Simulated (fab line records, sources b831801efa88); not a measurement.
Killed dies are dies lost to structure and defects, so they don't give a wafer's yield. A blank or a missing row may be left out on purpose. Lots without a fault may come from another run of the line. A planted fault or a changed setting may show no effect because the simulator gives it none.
Split-lot experiment | flow sfq_line | 5 lots, 23 wafers read, on a route of 325 steps

THE SPLIT
At SFQ_TRILAYER_M6_LITHO_EXPOSE_160 (exposes mask M6, target cd 500 nm), the setting dose_mj was moved away from the recipe's 14.4 on 5 of the 23 wafers read, by +4.2% to +6.1%. The other wafers ran this setting at the recipe's value.

FROM THE SPLIT TO THE READING: what the file shows between them, 1 step
- SFQ_TRILAYER_M6_BARC_OPEN_METAL_ETCH_206: etches BARC in O2, target depth 125 nm, time 41.7 s (also split here: bias_w)

THE READING
M6.cd_nm (the simulator's own value, which no gauge read), in nm, at SFQ_TRILAYER_M6_ETCH_METAL_ETCH_162 (etches Nb in Cl2/Ar, stops on SiO2, target depth 240 nm, time 116.9 s). The file gives no usual value for it. The 18 wafers here that ran the recipe average 501.2 nm, standard deviation 0.62 nm.

wafer  | tool, chamber at the split | dose_mj as run | against the recipe | M6.cd_nm, nm | against lot-mates on the recipe
L075.1 | krf_scanner-02, 0          | 14.4           | recipe             | 500.1        | -
L075.3 | krf_scanner-02, 0          | 14.4           | recipe             | 501.9        | -
L075.4 | krf_scanner-02, 0          | 15.28          | +6.1%              | 490.1        | -10.9
L075.5 | krf_scanner-02, 0          | 15.28          | +6.1%              | 491.4        | -9.6
L075.6 | krf_scanner-02, 0          | 15.28          | +6.1%              | 490.9        | -10.1
L077.1 | krf_scanner-02, 0          | 14.4           | recipe             | 500.8        | -
L077.4 | krf_scanner-02, 0          | 14.4           | recipe             | 500.8        | -
L077.2 | krf_scanner-02, 0          | 14.4           | recipe             | 501.6        | -
L077.3 | krf_scanner-02, 0          | 14.4           | recipe             | 501.5        | -
L077.5 | krf_scanner-02, 0          | 14.4           | recipe             | 500.4        | -
L078.1 | krf_scanner-01, 0          | 14.4           | recipe             | 501.6        | -
L078.4 | krf_scanner-01, 0          | 14.4           | recipe             | 501.6        | -
L078.3 | krf_scanner-01, 0          | 15.01          | +4.2%              | 491.6        | -9.9
L078.5 | krf_scanner-01, 0          | 15.01          | +4.2%              | 492          | -9.5
L078.6 | krf_scanner-01, 0          | 14.4           | recipe             | 501.2        | -
L079.1 | krf_scanner-02, 0          | 14.4           | recipe             | 501.9        | -
L079.2 | krf_scanner-02, 0          | 14.4           | recipe             | 501.1        | -
L079.3 | krf_scanner-02, 0          | 14.4           | recipe             | 502.2        | -
L079.4 | krf_scanner-02, 0          | 14.4           | recipe             | 500.8        | -
L079.5 | krf_scanner-02, 0          | 14.4           | recipe             | 501.8        | -
L082.1 | krf_scanner-02, 0          | 14.4           | recipe             | 500.4        | -
L082.2 | krf_scanner-02, 0          | 14.4           | recipe             | 501.4        | -
L082.4 | krf_scanner-02, 0          | 14.4           | recipe             | 500.2        | -

THE FIT
A straight line over all 23 wafers: M6.cd_nm changes by -1.81 nm for each +1% of dose_mj; r = -0.98; the points scatter about the line by 0.85 nm.
The same after taking each lot's own level away (the mean of its wafers on the recipe; 23 wafers): -1.81 nm for each +1%; r = -0.98; scatter 0.87 nm.
On that fit, the largest move of dose_mj shifts the reading by 11 nm.
The lots' own levels span 500.67 to 501.56 nm, that is 1.4 times the standard deviation above.
So the lot-to-lot level changes the slope little: the two slopes agree.
Check: with one of the wafers moved furthest among these (+6.1%) left out of the fit, the line predicts -11.2 nm for it against its lot-mates. It came out at -10.9 nm against them.

OTHER SPLITS ON THESE WAFERS
These wafers also went through other splits before the reading. Each is held against what the fit with the lots' levels taken away leaves over:
other split on the same wafers                  | wafers away from the commonest value | r with M6.cd_nm (lot level and that fit taken away)
SFQ_TRILAYER_R5_LITHO_PEB_139 peb_temp_c        | 7                                    | +0.13
SFQ_TRILAYER_I5_LITHO_EXPOSE_145 dose_mj        | 11                                   | -0.19
SFQ_TRILAYER_I5_BARC_OPEN_VIA_ETCH_200 bias_w   | 11                                   | +0.25
SFQ_TRILAYER_C5_LITHO_COAT_156 spin_rpm         | 5                                    | +0.03
SFQ_TRILAYER_C5_LITHO_EXPOSE_152 dose_mj        | 7                                    | -0.34
SFQ_TRILAYER_M6_BARC_OPEN_METAL_ETCH_206 bias_w | 5                                    | +0.09

THE WHOLE CHAIN: every reading that the file lists as answering this split, in the file's order
step                                     | what it does                                                          | reading                                                   | change (the file's fit)              | r (the file's)
SFQ_TRILAYER_M6_BARC_OPEN_METAL_ETCH_206 | etches BARC in O2, target depth 125 nm, time 41.7 s                   | M6.cd_nm (the simulator's own value, which no gauge read) | -1.72 nm for each +1% of the setting | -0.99
SFQ_TRILAYER_M6_ETCH_METAL_ETCH_162      | etches Nb in Cl2/Ar, stops on SiO2, target depth 240 nm, time 116.9 s | M6.cd_nm (the simulator's own value, which no gauge read) | -1.87 nm for each +1% of the setting | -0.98

THE FILE'S OWN FIT
M6.cd_nm changes by -1.87 nm for each +1% of dose_mj, r = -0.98.
